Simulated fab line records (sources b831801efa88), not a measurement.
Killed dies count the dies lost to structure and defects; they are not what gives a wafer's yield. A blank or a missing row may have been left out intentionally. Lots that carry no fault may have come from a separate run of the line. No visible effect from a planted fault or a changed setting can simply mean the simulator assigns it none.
Chamber matching || flow sky130 || SKY_VIA3_CMP_02 on cmp-01: 4 sister chambers
The step polishes SiO2. 4 wafers are shown with their chamber, then 7 later ones without.

## WAFERS WITH THEIR CHAMBER
{"wafer": "L537.1", "chamber": 1, "motor-current-A (A)": 12.1}
{"wafer": "L537.6", "chamber": 2, "motor-current-A (A)": 12.4}
{"wafer": "L538.3", "chamber": 3, "motor-current-A (A)": 11.2}
{"wafer": "L538.4", "chamber": 0, "motor-current-A (A)": 12.0}

## WAFERS WITH NO CHAMBER GIVEN
{"wafer": "L538.5", "motor-current-A (A)": 12.8}
{"wafer": "L541.1", "motor-current-A (A)": 11.7}
{"wafer": "L541.3", "motor-current-A (A)": 11.9}
{"wafer": "L541.6", "motor-current-A (A)": 13.6}
{"wafer": "L550.2", "motor-current-A (A)": 11.9}
{"wafer": "L550.3", "motor-current-A (A)": 12.3}
{"wafer": "L550.4", "motor-current-A (A)": 12.2}

## WHICH CHAMBER EACH ONE RAN IN
{"wafer": "L538.5", "from the rows above": "can't be placed: 2 or 1 or 0", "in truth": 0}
{"wafer": "L541.1", "from the rows above": "can't be placed: 0 or 1 or 3 or 2", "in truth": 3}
{"wafer": "L541.3", "from the rows above": "can't be placed: 0 or 1 or 2 or 3", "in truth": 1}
{"wafer": "L541.6", "from the rows above": "can't be placed: 2 or 1 or 0", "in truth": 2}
{"wafer": "L550.2", "from the rows above": "can't be placed: 0 or 1 or 2 or 3", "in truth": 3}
{"wafer": "L550.3", "from the rows above": "can't be placed: 2 or 1 or 0", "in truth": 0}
{"wafer": "L550.4", "from the rows above": "can't be placed: 1 or 0 or 2 or 3", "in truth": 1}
0 of 7 placed correctly. Can't be placed from these rows: 7 (the true chamber is among the candidates in 7). Wrongly placed: 0.
How it was worked out, from the rows above alone: a wafer's distance from a chamber is the root of the sum, over the readings, of the square of ((its reading less the chamber's mean) divided by the reading's scatter). The wafer belongs to the nearest chamber; if the next one is less than 2 further off, it can't be placed. The mean given for a chamber averages the wafers shown for that chamber. The scatter: with one shown wafer a chamber, the root of the mean of the squares of how far each hidden wafer lies from its nearest shown one.
